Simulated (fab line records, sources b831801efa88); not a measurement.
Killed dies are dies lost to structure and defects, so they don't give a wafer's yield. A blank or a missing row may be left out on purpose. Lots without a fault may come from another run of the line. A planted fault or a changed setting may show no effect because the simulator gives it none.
fab line records | flow sfq_line
record lots=14 wafers=42 last_day=93
route steps=325 shown M3@126
lots that met no fault: from a run of the same line without faults
start_h: hours from the record's first day to the start of the lot's first wafer shown | wait_h: hours since the lot's step before | " the same as in the row above | L1.1+2: a row that stands for several wafers | - no value, or no start given | * or withheld: withheld | < > ~ a bound
route shown NAME@n: a module of which the file shows steps, and the number in the route of the first | usual: mean/standard deviation of fault-free wafers | same: alike in all rows | chamber/n: place in a boat | sites: the reading at each site | _std_site: their standard deviation | _edge_site: outer sites' mean less inner sites' | radius_mm: how far each site lies from the wafer's centre | mask NAME#n: copy n | behind: the tool/chamber that last shaped the wafer | hold: why the lot was held/for how many hours/how that ended | device: the transistor (n, p or np) that didn't switch | end of line: the same wafers' tests at the end of the route | a step without rows: its recipe alone | killed: dies lost to structure and defects at the first sort, not the wafer's yield | map: a wafer's dies, x killed, . not, _ none there
set.NAME: the setting as run; set.NAME@STEP: as run at that earlier step | model.NAME: the simulator's own value behind a step, which no gauge read
steps of the route over a sample of lots; a table a step, a row a wafer
## steps
# step SFQ_TRILAYER_M3_LITHO_PEB_078
# recipe peb_temp_c=115 peb_time_s=60 resist=KrF
# usual heater_power_total_W=79.15/0.07
# columns lot.wafer tool chamber start_h wait_h heater_power_total_W
L416.2 litho_track-01 0 811.38 0.8 79.20
L416.3 " 0 " " 79.20
L416.6 " 0 " " 79.14
L417.1 litho_track-01 0 825.76 1.0 79.04
L417.3 " 0 " " 79.23
L417.4 " 0 " " 79.21
L419.2 litho_track-04 0 959.36 0.8 79.16
L419.5 " 0 " " 79.20
L419.6 " 0 " " 79.17
L420.4 litho_track-02 0 971.41 0.5 79.12
L420.5 " 0 " " 79.19
L420.6 " 0 " " 79.07
L421.1 litho_track-04 0 979.83 1.0 79.21
L421.3 " 0 " " 79.16
L421.4 " 0 " " 79.23
L423.1 litho_track-04 0 982.23 1.0 79.18
L423.2 " 0 " " 79.25
L423.5 " 0 " " 79.20
L424.1 litho_track-04 0 1026.09 1.0 85.59
L424.4 " 0 " " 85.77
L424.5 " 0 " " 79.14
L425.2 litho_track-04 0 1043.74 0.8 79.22
L425.3 " 0 " " 85.63
L425.4 " 0 " " 85.68
L431.2 litho_track-01 0 1182.52 0.8 79.17
L431.3 " 0 " " 79.12
L431.5 " 0 " " 79.08
L432.3 litho_track-04 0 1186.15 0.7 79.12
L432.4 " 0 " " 79.15
L432.5 " 0 " " 79.03
L435.4 litho_track-04 0 1192.97 0.5 79.16
L435.5 " 0 " " 79.28
L435.6 " 0 " " 79.09
L436.2 litho_track-02 0 1194.12 0.8 79.21
L436.4 " 0 " " 79.18
L436.5 " 0 " " 79.02
L438.1 litho_track-04 0 1197.70 1.0 79.07
L438.3 " 0 " " 79.13
L438.6 " 0 " " 79.19
L439.1 litho_track-02 0 1198.90 1.0 79.03
L439.3 " 0 " " 79.25
L439.4 " 0 " " 79.23
## key
first_sign step=SFQ_TRILAYER_M3_LITHO_PEB_078 reading=heater_power_total_W direction=up sigmas=93 usual=79.15 struck=85.67
effect none on later readings
met_at SFQ_TRILAYER_M3_LITHO_PEB_078
struck_lots L424,L425
struck_wafers L424.1,L424.4,L425.3,L425.4
onset_between 982.23 1026.09
fault kind=process_parameter_drift tool=litho_track-04 chamber=- onset_h=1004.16 steps=SFQ_TRILAYER_M3_LITHO_PEB_078 channel=peb_time_s offset=* shape=step end_h=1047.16 scope=struck_wafers_only acts_in=* stated=*
